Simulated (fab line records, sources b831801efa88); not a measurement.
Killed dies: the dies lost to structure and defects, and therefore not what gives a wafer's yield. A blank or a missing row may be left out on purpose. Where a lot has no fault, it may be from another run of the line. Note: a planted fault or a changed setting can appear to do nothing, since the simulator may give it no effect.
Which tool was responsible? / flow gf180mcu / 8 lots with 24 wafers sampled at 6 steps, on a route of 602 steps

## WHAT THE GAUGES READ, wafer by wafer
GF_HV_LDD_TW_MEAS_38. Usual: HV_LDD_3_TW 1448, standard deviation 13.
lot=L631; measured=day 11 15:28; on=film metro-04; HV_LDD_3_TW=1459 1457 1468; flag=
lot=L632; measured=day 11 18:24; on=film metro-04; HV_LDD_3_TW=1459 1456 1461; flag=
lot=L633; measured=day 12 06:34; on=film metro-04; HV_LDD_3_TW=1458 1452 1446; flag=
lot=L634; measured=day 12 12:50; on=film metro-02; HV_LDD_3_TW=1433 1435 1432; flag=
lot=L637; measured=day 13 17:56; on=film metro-02; HV_LDD_3_TW=1425 1434 1431; flag=
lot=L642; measured=day 15 06:47; on=film metro-04; HV_LDD_3_TW=1621 1621 1627; flag=OFF
lot=L643; measured=day 15 13:29; on=film metro-02; HV_LDD_3_TW=1586 1587 1587; flag=OFF
lot=L644; measured=day 16 01:58; on=film metro-01; HV_LDD_3_TW=1607 1609 1615; flag=OFF

GF_HV_LDD_RS_MEAS_53: measurement is done with a four-point probe. Usual: HV_LDD_RS 417.5 ohm/sq, standard deviation 0.91.
lot=L631; measured=day 12 11:32; on=film metro-04; HV_LDD_RS (ohm/sq)=419.2 418.0 417.4; flag=
lot=L632; measured=day 12 13:30; on=film metro-02; HV_LDD_RS (ohm/sq)=417.5 418.0 417.7; flag=
lot=L633; measured=day 13 02:13; on=film metro-02; HV_LDD_RS (ohm/sq)=418.2 417.6 417.5; flag=
lot=L634; measured=day 13 09:38; on=film metro-04; HV_LDD_RS (ohm/sq)=416.9 417.8 417.6; flag=
lot=L637; measured=day 14 15:06; on=film metro-02; HV_LDD_RS (ohm/sq)=417.6 416.1 416.9; flag=
lot=L642; measured=day 16 04:46; on=film metro-04; HV_LDD_RS (ohm/sq)=453.9 451.7 454.4; flag=OFF
lot=L643; measured=day 16 11:50; on=film metro-04; HV_LDD_RS (ohm/sq)=454.9 453.7 454.7; flag=OFF
lot=L644; measured=day 17 00:13; on=film metro-02; HV_LDD_RS (ohm/sq)=455.4 454.3 454.9; flag=OFF

GF_CONTACT_THK_MEAS_01. Usual: CONTACT_CVD_00_THK 294.5 nm, standard deviation 2.7.
lot=L631; measured=day 15 04:17; on=film metro-01; CONTACT_CVD_00_THK (nm)=296.2 296.4 299.2; flag=
lot=L632; measured=day 15 08:53; on=film metro-04; CONTACT_CVD_00_THK (nm)=293.8 297.0 293.2; flag=
lot=L633; measured=day 15 22:24; on=film metro-04; CONTACT_CVD_00_THK (nm)=292.3 294.6 292.0; flag=
lot=L634; measured=day 16 05:33; on=film metro-02; CONTACT_CVD_00_THK (nm)=294.2 290.0 290.9; flag=
lot=L637; measured=day 17 15:00; on=film metro-02; CONTACT_CVD_00_THK (nm)=292.6 295.4 296.7; flag=
lot=L642; measured=day 19 07:23; on=film metro-02; CONTACT_CVD_00_THK (nm)=295.6 293.9 293.5; flag=
lot=L643; measured=day 19 14:00; on=film metro-04; CONTACT_CVD_00_THK (nm)=290.9 296.6 290.7; flag=
lot=L644; measured=day 20 04:02; on=film metro-01; CONTACT_CVD_00_THK (nm)=296.4 291.3 295.1; flag=

GF_V2_THK_MEAS_25: measures by xrf. Usual: V2_W_THK 352 nm, standard deviation 6.5.
lot=L631; measured=day 20 06:50; on=film metro-01; V2_W_THK (nm)=349 351 348; flag=
lot=L632; measured=day 20 16:40; on=film metro-04; V2_W_THK (nm)=352 360 358; flag=
lot=L633; measured=day 21 02:44; on=film metro-01; V2_W_THK (nm)=344 345 342; flag=
lot=L634; measured=day 21 12:16; on=film metro-04; V2_W_THK (nm)=360 353 363; flag=
lot=L637; measured=day 22 22:59; on=film metro-04; V2_W_THK (nm)=355 350 357; flag=
lot=L642; measured=day 24 13:25; on=film metro-02; V2_W_THK (nm)=358 363 354; flag=
lot=L643; measured=day 24 18:37; on=film metro-02; V2_W_THK (nm)=350 359 348; flag=
lot=L644; measured=day 25 07:17; on=film metro-02; V2_W_THK (nm)=350 360 349; flag=

GF_M4_CD_MEAS_14 targets a cd of 280 nm. Usual: cd nm at 279.6 nm, with a standard deviation of 1.1.
lot=L631; measured=day 23 08:09; on=cd sem-01; cd nm (nm)=278.8 279.3 278.9; flag=
lot=L632; measured=day 23 19:13; on=cd sem-01; cd nm (nm)=278.6 279.5 280.6; flag=
lot=L633; measured=day 24 04:08; on=cd sem-02; cd nm (nm)=279.4 279.7 279.2; flag=
lot=L634; measured=day 24 12:19; on=cd sem-02; cd nm (nm)=279.3 280.2 281.0; flag=
lot=L637; measured=day 25 20:02; on=cd sem-02; cd nm (nm)=279.8 280.4 279.8; flag=
lot=L642; measured=day 27 07:16; on=cd sem-01; cd nm (nm)=278.1 277.9 278.6; flag=
lot=L643; measured=day 27 13:28; on=cd sem-01; cd nm (nm)=279.4 278.4 278.1; flag=
lot=L644; measured=day 28 00:55; on=cd sem-02; cd nm (nm)=281.2 278.9 279.8; flag=

## WHAT TOOL EACH LOT RAN ON (gives the tool, then ch and the chambers of the sampled wafers, and finally the start)
lot=L631; GF_HV_LDD_IMPLANT_33=implanter-04 ch 0, day 11 14:46
lot=L632; GF_HV_LDD_IMPLANT_33=implanter-02 ch 0, day 11 17:44
lot=L633; GF_HV_LDD_IMPLANT_33=implanter-02 ch 0, day 12 05:55
lot=L634; GF_HV_LDD_IMPLANT_33=implanter-01 ch 0, day 12 12:08
lot=L637; GF_HV_LDD_IMPLANT_33=implanter-01 ch 0, day 13 17:14
lot=L642; GF_HV_LDD_IMPLANT_33=implanter-01 ch 0, day 15 06:05
lot=L643; GF_HV_LDD_IMPLANT_33=implanter-02 ch 0, day 15 12:47
lot=L644; GF_HV_LDD_IMPLANT_33=implanter-02 ch 0, day 16 01:18
- GF_HV_LDD_IMPLANT_33

## AS READ BY THE TOOLS THEMSELVES (means over the sampled wafers that have a number; for cases with no such wafer, the mark the record gives instead)
The record holds no such reading with a usual standard deviation.

## THE ANSWER, worked out from the rows above alone
Rule: a lot counts as off when the mean over its wafers that have a number is more than 3 standard deviations away from the usual mean. Also off: a lot with no number at a reading for which 4 or more lots have one. All remaining lots with rows at the step are treated as sound. After the gauges, taken in route order, come the tools' own readings; for these a lot's mean is taken, as printed above. At the first step where some lot is off, the reading lying furthest off is the one used; lots without a number count as furthest.
Off: L642, L643, L644, seen at GF_HV_LDD_TW_MEAS_38 (HV_LDD_3_TW).
A tool fits if, at a process step before that reading, it ran every lot that is off, and no sound lot after the first of them. Those tools and the gauges at GF_HV_LDD_TW_MEAS_38 are tried in the same way. None of those tried fits.

## WHAT THE SIMULATOR HAD PUT IN
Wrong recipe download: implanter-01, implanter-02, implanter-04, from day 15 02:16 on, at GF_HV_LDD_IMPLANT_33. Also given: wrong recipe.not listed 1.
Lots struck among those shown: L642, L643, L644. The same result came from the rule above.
